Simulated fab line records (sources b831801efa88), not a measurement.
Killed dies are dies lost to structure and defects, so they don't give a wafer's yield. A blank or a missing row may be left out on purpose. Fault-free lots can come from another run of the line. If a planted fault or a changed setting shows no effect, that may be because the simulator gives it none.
Comparing a struck lot with a sound one	flow sky130	35 out of 708 route steps
Sound: the wafers L275.3, L275.4, L275.5. Wafers L265.4, L265.5, L265.6 were the ones struck. The cause is named last.
Order at every step that has rows: each side's tool, ch and its chambers, its first start. Under that, the readings that differ: sound wafers	struck wafers	difference of the means	sigmas: that difference in standard deviations of wafers without a fault.
alike: a reading whose means differ by less than 2 such deviations, as well as words and numbers matching on both sides. not compared: withheld readings; readings where some wafer has no value; bounds like >300 that might hide an equal value; numbers whose values overlap and for which the record gives no deviation.
A row with sigmas, a row that says differs or no value, or rows on one side alone: a step with any of these is where the two part. Numbers that don't overlap but have no deviation are shown without sigmas and don't part them. A reading missing from all wafers of one side parts the sides only when that side holds two or more wafers.

first, 10 steps without rows for these wafers: SKY_LDD_LDN_SOFTBAKE_03 (time 60 s); SKY_LDD_LDN_EXPOSE_04 (exposes mask LDNTM, target cd 700 nm); SKY_LDD_LDN_PEB_05; SKY_LDD_LDN_DEVELOP_06 (develop time 60 s); SKY_LDD_LDN_IMPLANT_08; SKY_LDD_LDN_IMPLANT_09; SKY_LDD_LDN_IMPLANT_10; SKY_LDD_LDN_IMPLANT_11; SKY_LDD_LDN_STRIP_12 (strips in O2/N2); SKY_LDD_LDN_CLEAN_14 (cleans in SC1/SC2, time 150 s).
SKY_SPACER_CVD_00: deposits Si3N4 from DCS/NH3, target thk 43.1 nm, time 740 s.
  sound on lpcvd-02 ch 0, day 29 16:40; struck on lpcvd-02 ch 1, day 27 03:30
  alike: spike_tc_lower_C
then, 23 steps without rows for these wafers: SKY_SPACER_ETCHBACK_02 (etches Si3N4 in CH3F/O2, stops on SiO2, time 46.7 s, target depth 45 nm); SKY_POLY_CUT_DEHYDRATE_00 (time 60 s); SKY_POLY_CUT_HMDS_01 (prime time 60 s); SKY_POLY_CUT_COAT_02 (resist thk 60 nm); SKY_POLY_CUT_COAT_03 (resist thk 450 nm); SKY_POLY_CUT_SOFTBAKE_04 (time 90 s); SKY_POLY_CUT_EXPOSE_05 (exposes mask NPCM, target cd 270 nm); SKY_POLY_CUT_PEB_06; SKY_POLY_CUT_DEVELOP_07 (develop time 60 s); SKY_POLY_CUT_ETCH_10 (etches BARC in N2/H2, stops on SiO2, time 45.9 s, target depth 60 nm); SKY_POLY_CUT_ETCH_11 (etches Si3N4 in CF4/CH2F2/Ar, stops on poly-Si, time 42.5 s, target depth 60 nm); SKY_POLY_CUT_STRIP_12 (strips in O2/N2); SKY_SD_P_DEHYDRATE_00 (time 60 s); SKY_SD_P_HMDS_01 (prime time 60 s); SKY_SD_P_COAT_02 (resist thk 1140 nm); SKY_SD_P_SOFTBAKE_03 (time 60 s); SKY_SD_P_EXPOSE_04 (exposes mask PSDM, target cd 380 nm); SKY_SD_P_PEB_05; SKY_SD_P_DEVELOP_06 (develop time 60 s); SKY_SD_P_IMPLANT_09; SKY_SD_P_STRIP_10 (strips in O2/N2); SKY_RES_XHIGH_DEHYDRATE_00 (time 60 s); SKY_RES_XHIGH_HMDS_01 (prime time 60 s).
-- here the record skips 22 days between the struck wafers' starts before and after, leaving off in module RES_XHIGH and picking up in module PAD_OPEN (first step shown: number 708 of the route) --
SKY_PAD_OPEN_PROBE_99:
  the record has rows for the struck wafers here (prober-02, day 49 00:15) and none for the sound ones

WHERE THEY PART
At SKY_PAD_OPEN_PROBE_99 and nowhere else, as far as this record goes.

WHY: whatever the simulator had introduced
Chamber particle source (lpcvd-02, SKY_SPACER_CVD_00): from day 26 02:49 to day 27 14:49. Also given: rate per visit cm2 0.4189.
